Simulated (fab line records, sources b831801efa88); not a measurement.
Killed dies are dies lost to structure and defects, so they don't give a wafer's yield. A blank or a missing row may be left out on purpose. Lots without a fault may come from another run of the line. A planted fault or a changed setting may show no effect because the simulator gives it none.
Chamber matching | flow gf180mcu | GF_V5_ETCH_16 on rie_diel-03: 4 sister chambers
The step etches BARC in N2/H2. 16 wafers are shown with their chamber, then 8 later ones without.

WAFERS WITH THEIR CHAMBER
wafer  | chamber | drypump_motor_current_A (A) | oes_product_au (a.u.) | chamber_pressure_mTorr (mTorr)
L745.1 | 1       | 5.2                         | 0.861                 | 29.993
L745.3 | 3       | 5.4                         | 0.850                 | 29.966
L745.4 | 2       | 6.0                         | 0.869                 | 29.985
L746.1 | 0       | 6.2                         | 0.858                 | 29.975
L746.5 | 1       | 5.2                         | 0.854                 | 30.008
L746.6 | 0       | 6.3                         | 0.857                 | 30.002
L747.1 | 3       | 5.4                         | 0.854                 | 29.963
L747.2 | 0       | 6.3                         | 0.852                 | 30.031
L747.5 | 2       | 6.0                         | 0.861                 | 29.981
L748.1 | 2       | 6.0                         | 0.862                 | 29.997
L748.2 | 3       | 5.4                         | 0.858                 | 29.974
L748.6 | 3       | 5.4                         | 0.853                 | 29.990
L755.3 | 1       | 5.2                         | 0.860                 | 29.997
L755.4 | 2       | 6.0                         | 0.853                 | 30.033
L755.5 | 3       | 5.4                         | 0.852                 | 30.029
L762.2 | 2       | 6.0                         | 0.853                 | 29.996

SIGNATURES (means of the wafers above)
reading                 | chamber 0 | chamber 1 | chamber 2 | chamber 3 | scatter within a chamber
drypump_motor_current_A | 6.267     | 5.200     | 6.000     | 5.400     | 0.0236
oes_product_au          | 0.85567   | 0.85833   | 0.85960   | 0.85340   | 0.00472
chamber_pressure_mTorr  | 30.00267  | 29.99933  | 29.99840  | 29.98440  | 0.0229
Rule: a wafer's distance from a chamber is the root of the sum, over the readings, of the square of ((its reading less the chamber's mean) divided by the reading's scatter). The wafer belongs to the nearest chamber; if the next one is less than 2 further off, it can't be placed. The scatter: the root of (the sum of the squares of (reading less its chamber's mean) over the shown wafers, divided by (wafers less chambers)).

WAFERS WITHOUT THEIR CHAMBER
wafer  | drypump_motor_current_A (A) | oes_product_au (a.u.) | chamber_pressure_mTorr (mTorr)
L762.3 | 5.4                         | 0.856                 | 29.960
L762.4 | 5.2                         | 0.858                 | 29.987
L763.4 | 6.0                         | 0.855                 | 29.965
L763.5 | 6.3                         | 0.855                 | 30.048
L763.6 | 5.5                         | 0.854                 | 29.967
L765.1 | 5.2                         | 0.857                 | 29.998
L765.4 | 6.3                         | 0.855                 | 29.968
L765.5 | 6.3                         | 0.851                 | 29.974

WHICH CHAMBER EACH WENT THROUGH
wafer  | from the rows above | in truth
L762.3 | 3                   | 3
L762.4 | 1                   | 1
L763.4 | 2                   | 2
L763.5 | 0                   | 0
L763.6 | 3                   | 3
L765.1 | 1                   | 1
L765.4 | 0                   | 0
L765.5 | 0                   | 0
Placed correctly: 8 of 8. Can't be placed from these rows: 0. Placed wrongly: 0.
